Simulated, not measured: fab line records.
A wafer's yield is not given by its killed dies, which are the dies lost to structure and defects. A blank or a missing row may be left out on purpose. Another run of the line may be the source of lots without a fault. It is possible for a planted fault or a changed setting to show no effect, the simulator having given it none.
Problem report in the 8D (eight disciplines) form, filled by code -- flow gf180mcu -- the parts of the form that need people (team, actions taken, sign-off) are left out

## 1. THE ISSUE
Wafers with no fault read 3000.3 rpm with a standard deviation of 1.9, whereas spin-speed-rpm at GF_TOP_METAL_COAT_09 reads a mean of 3045.6 rpm on 1 wafer of 1 lot. That is +24 standard deviations from the usual mean.
The step: resist thk 1472 nm.
First observed at day 29 22:09: wafer L806.6, on litho-track-04. The record holds 13 wafers of 5 lots with a number at this step. By rule, "out" or "out of limits" means more than 4 standard deviations away from the usual mean. The other wafers with a number count as sound.

## 2. WHAT THIS IS AND IS NOT
question,is,is not
which readings at this step,spin-speed-rpm,chill-plate-temp-C
which lots,L806,"L801, L812, L814, L821"
which wafers of those lots,all that have a number,-
read on which tools,litho-track-04,"litho-track-01, litho-track-03"
when,from day 29 22:09,"up to then (3 sound wafers); but 9 sound wafers of L812, L814, L821 came after"

## 3. WHAT RULES OUT EACH SUSPECT
Counting: a tool at a process step up to the reading stays a suspect if it ran every lot that is out and no sound lot after the first of them.
- cmp-02 at GF_V5_CMP_26 (polishes, stops on SiO2, t overpolish 15 s, target thk 0 nm): kept. It ran the lot that is out, L806 (day 29 12:17), and no sound lot after that; its last sound lot up to then is L801 (day 27 17:21).
- pvd-sputter-02 at GF_TOP_METAL_SPUTTER_00 (material Ti, target thk 37.5 nm, time 150 s): kept. It ran the lot that is out, L806 (day 29 12:26), and no sound lot after that; its last sound lot up to then is L801 (day 27 17:39).
- pvd-sputter-02 at GF_TOP_METAL_SPUTTER_01 (material TiN, target thk 30 nm, time 25 s): kept. It ran the lot that is out, L806 (day 29 12:30), and no sound lot after that; its last sound lot up to then is L801 (day 27 17:45).
- pvd-sputter-02 at GF_TOP_METAL_SPUTTER_03 (material Ti, target thk 5 nm, time 3.3 s): kept. It ran the lot that is out, L806 (day 29 12:34), and no sound lot after that; its last sound lot up to then is L801 (day 27 17:49).
- pvd-sputter-02 at GF_TOP_METAL_SPUTTER_04 (material TiN, target thk 25 nm, time 20.8 s): kept. It ran the lot that is out, L806 (day 29 12:35), and no sound lot after that; its last sound lot up to then is L801 (day 27 17:50).
- litho-track-04 at GF_TOP_METAL_COAT_09 (resist thk 1472 nm): kept. It ran the lot that is out, L806 (day 29 22:09), and no sound lot after that; its last sound lot up to then is L801 (day 28 04:07). Its own spin-speed-rpm readings are out on those wafers.
Left after counting: cmp-02 at GF_V5_CMP_26, pvd-sputter-02 at GF_TOP_METAL_SPUTTER_00, pvd-sputter-02 at GF_TOP_METAL_SPUTTER_01, pvd-sputter-02 at GF_TOP_METAL_SPUTTER_03, pvd-sputter-02 at GF_TOP_METAL_SPUTTER_04, litho-track-04 at GF_TOP_METAL_COAT_09.

## 4. THE CAUSE (what the simulator had put in)
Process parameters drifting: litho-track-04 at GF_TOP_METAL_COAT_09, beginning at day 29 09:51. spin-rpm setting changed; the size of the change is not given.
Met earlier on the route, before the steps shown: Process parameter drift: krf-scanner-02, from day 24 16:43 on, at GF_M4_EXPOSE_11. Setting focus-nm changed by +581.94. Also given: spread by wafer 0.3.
6 suspects survive the count, and this tool is in that group.

## 5. THE CHAIN OF EFFECTS, in route order
One row per reading whose mean, taken over the struck wafers that have a number, lies over 3 standard deviations from the usual. Scope: only readings with a usual standard deviation given in the record; hours: median across lots of the time from each lot's start at the first step in this table that gives one to its start at this step; sigmas: change in usual standard deviations.
hours,step,reading,usual,on struck wafers,change,sigmas
0,GF_TOP_METAL_COAT_09,spin-speed-rpm,3000.3 rpm,3045.6,+45.3,+24
Its process steps:
- GF_TOP_METAL_COAT_09: resist thk 1472 nm.
Later steps that measure or inspect, where all struck wafers having a row at the step show a number for every such reading and not one has moved that far: GF_TOP_METAL_CD_MEAS_14.

## 6. HOW IT WOULD HAVE BEEN CAUGHT EARLIER
First out-of-limits reading in this record: day 29 22:09, which is 12 hours after fault onset at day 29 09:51.
